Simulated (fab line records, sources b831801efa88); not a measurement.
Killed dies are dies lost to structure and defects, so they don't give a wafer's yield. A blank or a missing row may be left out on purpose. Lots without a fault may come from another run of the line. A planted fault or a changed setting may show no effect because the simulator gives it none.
Problem report in the 8D (eight disciplines) form, filled by code | flow gf180mcu | the parts of the form that need people (team, actions taken, sign-off) are left out

1. THE PROBLEM
chamber_pressure_pa at GF_CONTACT_SPUTTER_23 reads a mean of 4.662 Pa on 2 wafers of 2 lots; wafers without a fault read 5.000 Pa with a standard deviation of 0.011. That is -31 standard deviations from the usual mean.
The step: material TiN, target thk 10 nm, time 40 s.
First seen on wafer L833.1, day 20 18:22, on pvd_sputter-01. The record holds 42 wafers of 14 lots with a number at this step. Rule for "out", or "out of limits": more than 4 standard deviations from the usual mean. The other wafers with a number count as sound.

2. WHAT IT IS AND WHAT IT IS NOT
question                    | is                  | is not
which readings at this step | chamber_pressure_pa | throttle_valve_pct
which lots                  | L833, L834          | L821, L823, L824, L826, L827, L828, L836, L837, L838, L839, L841, L843
which wafers of those lots  | L833.1, L834.1      | L833.2, L833.5, L834.4, L834.5
read on which tools         | pvd_sputter-01      | pvd_sputter-02, pvd_sputter-04
when                        | from day 20 18:22   | up to then (20 sound wafers); but 20 sound wafers of L834, L836, L837, L838, L839, L841, L843 came after

3. SUSPECTS, AND WHAT RULES EACH OUT
Counting: a tool at a process step up to the reading stays a suspect if it ran every lot that is out. Sound lots after the first of them don't rule it out here, since some wafers of a struck lot are sound.
- pvd_sputter-01 at GF_CONTACT_SPUTTER_23 (material TiN, target thk 10 nm, time 40 s): kept. It ran every lot that is out, first L833 (day 20 18:22); its last sound lot up to then is L827 (day 18 09:56). Its own readings are out on those wafers: chamber_pressure_pa.
Left after counting: pvd_sputter-01 at GF_CONTACT_SPUTTER_23.

4. THE CAUSE (what the simulator had put in)
Process parameter drift: pvd_sputter-01, from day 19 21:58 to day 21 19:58, at GF_CONTACT_SPUTTER_23. Setting chamber_pressure_pa, moved by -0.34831, from 5. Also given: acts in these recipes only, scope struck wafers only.
Counting left only this tool.

5. THE CHAIN OF EFFECTS, in route order
Each row: a reading whose mean over the struck wafers that have a number lies more than 3 standard deviations from the usual. Only readings for which the record gives a usual standard deviation are gone through. hours: the time from each lot's start at the first step in this table that gives one to its start at this step, as a median over the lots. sigmas: the change in usual standard deviations.
hours | step                  | reading             | usual    | on struck wafers | change | sigmas
0     | GF_CONTACT_SPUTTER_23 | chamber_pressure_pa | 5.000 Pa | 4.662            | -0.338 | -31
The process steps in it:
- GF_CONTACT_SPUTTER_23: material TiN, target thk 10 nm, time 40 s.

6. WHAT WOULD HAVE CAUGHT IT SOONER
In this record the first reading out of limits was taken at day 20 18:22, 20 hours after the fault began at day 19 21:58.
